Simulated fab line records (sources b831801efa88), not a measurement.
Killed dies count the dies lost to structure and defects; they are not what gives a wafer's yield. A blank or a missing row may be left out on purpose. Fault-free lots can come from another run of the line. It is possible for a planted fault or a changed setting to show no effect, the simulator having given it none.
What tool caused it? | flow sky130 | 33 wafers sampled from 11 lots at 1 step of a route of 708

WHAT THE GAUGES READ, wafer by wafer
SKY_CAPM_THK_MEAS_01.
lot  | measured     | on            | CAPM_CVD_00_THK (nm)
L589 | day 37 06:11 | film_metro-03 | 15.4 15.3 15.4
L591 | day 37 17:58 | film_metro-01 | 15.2 15.8 15.8
L590 | day 38 06:59 | film_metro-04 | 15.1 15.1 15.4
L593 | day 38 22:23 | film_metro-03 | 15.1 15.8 15.3
L595 | day 39 16:58 | film_metro-01 | 15.5 15.3 15.9
L597 | day 40 06:50 | film_metro-03 | 15.2 15.5 15.4
L598 | day 40 09:50 | film_metro-03 | 16.0 15.8 16.0
L600 | day 40 23:02 | film_metro-03 | 16.0 15.7 16.1
L604 | day 41 18:45 | film_metro-03 | 15.1 15.3 15.4
L608 | day 42 16:07 | film_metro-03 | 15.6 15.7 15.9
L609 | day 43 11:16 | film_metro-03 | 15.7 15.1 15.8

WHAT TOOL EACH LOT RAN ON (gives the tool, then ch and the chambers of the sampled wafers, and finally the start)
Before these readings, the record contains no process step.

THE ANSWER, worked out from the rows above alone
Rule: the usual values come from the lots themselves. The widest of any qualifying gaps counts: lots, ordered by their means at a reading, are off when they make up no more than a third of the lots, leave a main group of 4 or more, and stand apart from it by 3 or more times the standard deviation of that group's means. A main group whose means are all the same, to the digits that the tables above print for the reading, isn't used. Also off: a lot with no number at a reading for which 4 or more lots have one. All remaining lots with rows at the step are treated as sound.
No lot is off on any of the readings shown, so nothing can be concluded from this.

WHAT THE SIMULATOR HAD PUT IN
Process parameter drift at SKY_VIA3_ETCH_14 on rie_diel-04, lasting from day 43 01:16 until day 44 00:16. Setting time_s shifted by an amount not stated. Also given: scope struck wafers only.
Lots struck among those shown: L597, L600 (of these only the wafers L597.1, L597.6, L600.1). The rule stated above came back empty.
